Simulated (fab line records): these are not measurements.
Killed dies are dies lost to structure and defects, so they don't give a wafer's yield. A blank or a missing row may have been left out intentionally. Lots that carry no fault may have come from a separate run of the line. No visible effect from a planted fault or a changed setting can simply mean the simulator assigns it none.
Code-filled problem report in 8D (eight disciplines) form + flow sky130 + the parts of the form that need people (team, actions taken, sign-off) are left out

1. THE PROBLEM
Mean of developer-temp-C at SKY_VT_ADJUST_HVTP_DEVELOP_06: 23.92 C across 6 wafers in 2 lots; on wafers with no fault it is 23.00 C (standard deviation 0.12). That is +7.7 standard deviations from the usual mean.
The step: develop time 60 s.
The first sign was on wafer L861.1 at day 10 14:07, on litho-track-04. The record has a number at this step for 18 wafers belonging to 6 lots. Rule for "out" (also "out of limits"): further than 4 standard deviations from the usual mean. The rest of the wafers with a number are treated as sound.

2. WHAT THIS IS AND IS NOT
| question                    | is                     | is not                                                                   |
|-----------------------------|------------------------|--------------------------------------------------------------------------|
| which readings at this step | developer-temp-C       | -                                                                        |
| which lots                  | L861, L862             | L847, L856, L865, L867                                                   |
| which wafers of those lots  | all that have a number | -                                                                        |
| read on which tools         | litho-track-04         | litho-track-02                                                           |
| when                        | from day 10 14:07      | up to then (6 sound wafers); but 6 sound wafers of L865, L867 came after |

3. THE SUSPECTS, EACH WITH WHAT RULES IT OUT
Counting: any tool at a process step up to the reading is kept as a suspect provided that every lot that is out went through it and no sound lot did after the first of them.
- rtp-anneal-01 at SKY_NWELL_RTA_28 (time 30 s): ruled out as a lasting fault. The sound lots L867 went through it after L861, its earliest lot that is out (day 9 20:41).
- litho-track-04 at SKY_VT_ADJUST_HVTP_DEVELOP_06 (develop time 60 s): kept. Every lot that is out went through it, starting with L861 (day 10 14:07), and after that it ran no sound lot; the last sound lot it ran before then is L856 (day 9 00:58). Out on those wafers are its own readings of developer-temp-C.
Remaining after the count: litho-track-04 at SKY_VT_ADJUST_HVTP_DEVELOP_06.

4. THE CAUSE (what the simulator had put in)
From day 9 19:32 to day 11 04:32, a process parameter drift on litho-track-04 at SKY_VT_ADJUST_HVTP_DEVELOP_06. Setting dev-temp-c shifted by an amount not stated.
Only this tool survived the counting.

5. SEQUENCE OF EFFECTS, ordered by route
Rows list readings where the struck wafers' mean (over those with a number) sits beyond 3 standard deviations from the usual. Scope: only readings with a usual standard deviation given in the record; hours: median across lots of the time from each lot's start at the first step in this table that gives one to its start at this step; sigmas: change in usual standard deviations.
| hours | step                          | reading          | usual   | on struck wafers | change | sigmas |
|-------|-------------------------------|------------------|---------|------------------|--------|--------|
| 0     | SKY_VT_ADJUST_HVTP_DEVELOP_06 | developer-temp-C | 23.00 C | 23.92            | +0.92  | +7.7   |
Process steps it contains:
- SKY_VT_ADJUST_HVTP_DEVELOP_06: develop time 60 s.
At these later measuring or inspecting steps, every struck wafer for which the step has a row has a number for every such reading, and none has moved that far: SKY_VT_ADJUST_HVTP_CD_MEAS_07.

6. WHAT WOULD HAVE CAUGHT IT SOONER
19 hours passed between the start of the fault at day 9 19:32 and the first reading out of limits in this record, taken at day 10 14:07.
